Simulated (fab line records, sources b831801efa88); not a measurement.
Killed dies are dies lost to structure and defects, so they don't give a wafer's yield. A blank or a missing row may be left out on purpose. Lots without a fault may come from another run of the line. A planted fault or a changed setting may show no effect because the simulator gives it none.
Which tool did it? | flow gf180mcu | 12 lots, 36 wafers sampled, at 1 step of a route of 602

WHAT THE GAUGES READ, wafer by wafer
GF_V1_THK_MEAS_25: measures by xrf.
lot  | measured     | on            | V1_W_THK (nm)
L075 | day 18 13:25 | film_metro-03 | 343 340 346
L077 | day 19 03:09 | film_metro-03 | 348 352 346
L079 | day 20 03:41 | film_metro-03 | 345 348 344
L081 | day 20 18:33 | film_metro-04 | 348 346 346
L083 | day 21 16:28 | film_metro-03 | 353 350 353
L085 | day 22 11:44 | film_metro-03 | 347 351 345
L087 | day 23 03:08 | film_metro-03 | 351 349 353
L089 | day 23 21:43 | film_metro-03 | 355 359 360
L091 | day 24 06:34 | film_metro-03 | 350 352 356
L093 | day 24 23:20 | film_metro-04 | 356 351 357
L095 | day 25 13:10 | film_metro-02 | 354 346 348
L097 | day 26 02:13 | film_metro-03 | 352 351 352

WHICH TOOL RAN EACH LOT (tool, then ch and the chambers of the sampled wafers, then the start)
The record holds no process step before these readings.

THE ANSWER, worked out from the rows above alone
Rule: what is usual is taken from the lots themselves. Put in order of their means at a reading, lots are off if they are a third of the lots or fewer, leave a main group of 4 or more, and stand apart from it by a gap of 3 or more times the standard deviation of the main group's means; of several such gaps the widest counts. A main group whose means are all the same, to the digits that the tables above print for the reading, isn't used. A lot without any number at a reading at which 4 lots or more have one is off too. The other lots that the step has rows for count as sound.
No lot is off at any reading shown: from this, nothing can be told.

WHAT THE SIMULATOR HAD PUT IN
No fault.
